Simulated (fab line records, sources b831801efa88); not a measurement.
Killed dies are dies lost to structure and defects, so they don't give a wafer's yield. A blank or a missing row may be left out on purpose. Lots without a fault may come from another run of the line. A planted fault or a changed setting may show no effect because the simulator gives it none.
Tool commonality check | flow gf180mcu | 12 lots, 36 wafers sampled

WHY IT WAS OPENED
At GF_HV_LDD_RS_MEAS_53 the reading HV_LDD_RS is flagged on 2 of 12 lots. Wafers without a fault read 418.4 ohm/sq, standard deviation 0.99.
Rule: a lot is flagged when every wafer of it that has a number lies more than 4 standard deviations from that mean, or none has a number. The other lots count as sound.

lot  | measured     | on            | HV_LDD_RS (ohm/sq), wafer by wafer | flag
L936 | day 12 17:58 | film_metro-02 | 419.0 417.7 419.2                  |
L938 | day 13 01:37 | film_metro-04 | 419.0 418.4 418.9                  |
L940 | day 13 21:15 | film_metro-02 | 418.9 418.4 418.6                  |
L941 | day 14 07:36 | film_metro-03 | 419.0 418.6 418.1                  |
L942 | day 14 16:23 | film_metro-02 | 419.6 420.0 420.6                  |
L943 | day 15 02:43 | film_metro-04 | 423.3 422.5 424.4                  | FLAGGED
L944 | day 15 09:25 | film_metro-02 | 424.3 423.0 422.9                  | FLAGGED
L948 | day 16 17:50 | film_metro-02 | 419.0 419.5 419.7                  |
L949 | day 17 03:44 | film_metro-04 | 416.8 416.6 417.2                  |
L953 | day 18 11:45 | film_metro-03 | 418.3 416.9 417.4                  |
L954 | day 18 17:18 | film_metro-04 | 417.1 417.6 419.5                  |
L957 | day 19 14:59 | film_metro-02 | 418.9 419.3 420.4                  |
The numbers of the flagged lots are 423.4 ohm/sq on average: +5.0 ohm/sq against the usual, or +5 standard deviations.

WHICH TOOL RAN EACH LOT
The record holds 1 process step before the reading, out of a route of 602 steps. In each cell: the tool, then ch and the chambers that the sampled wafers went through, then the start.
lot  | flag    | GF_HV_LDD_IMPLANT_33
L936 |         | implanter-01 ch 0, day 11 21:43
L938 |         | implanter-02 ch 0, day 12 05:35
L940 |         | implanter-04 ch 0, day 12 23:59
L941 |         | implanter-02 ch 0, day 13 09:49
L942 |         | implanter-04 ch 0, day 13 18:16
L943 | FLAGGED | implanter-04 ch 0, day 14 04:03
L944 | FLAGGED | implanter-04 ch 0, day 14 10:51
L948 |         | implanter-01 ch 0, day 15 18:04
L949 |         | implanter-02 ch 0, day 16 03:59
L953 |         | implanter-04 ch 0, day 17 11:19
L954 |         | implanter-04 ch 0, day 17 16:57
L957 |         | implanter-02 ch 0, day 18 14:02
What these steps do:
- GF_HV_LDD_IMPLANT_33
- GF_HV_LDD_RS_MEAS_53: measures by four-point-probe.

FLAGGED OVER TOTAL, TOOL BY TOOL (the gauges that took the reading come last)
step                 | tool          | lots run | flagged | share of the flagged lots | sound lots run after its first flagged lot
GF_HV_LDD_IMPLANT_33 | implanter-01  | 2        | 0       | none                      | -
GF_HV_LDD_IMPLANT_33 | implanter-02  | 4        | 0       | none                      | -
GF_HV_LDD_IMPLANT_33 | implanter-04  | 6        | 2       | all                       | 2 (L953,L954)
GF_HV_LDD_RS_MEAS_53 | film_metro-02 | 6        | 1       | some                      | 2 (L948,L957)
GF_HV_LDD_RS_MEAS_53 | film_metro-03 | 2        | 0       | none                      | -
GF_HV_LDD_RS_MEAS_53 | film_metro-04 | 4        | 1       | some                      | 2 (L949,L954)

WHAT THE TABLE ALLOWS
1 row of the table ran every flagged lot: implanter-04 at GF_HV_LDD_IMPLANT_33.
- implanter-04 at GF_HV_LDD_IMPLANT_33: 2 of its 6 lots flagged. Sound lots ran on it after the first flagged one (L953, L954), which a lasting fault on the whole tool wouldn't allow. Its own readings lie more than 4 standard deviations out on every wafer of the flagged lots: beam_on_s, faraday_current_uA.
No row of the table ran every flagged lot and no sound lot after the first.

WHAT THE SIMULATOR HAD PUT IN
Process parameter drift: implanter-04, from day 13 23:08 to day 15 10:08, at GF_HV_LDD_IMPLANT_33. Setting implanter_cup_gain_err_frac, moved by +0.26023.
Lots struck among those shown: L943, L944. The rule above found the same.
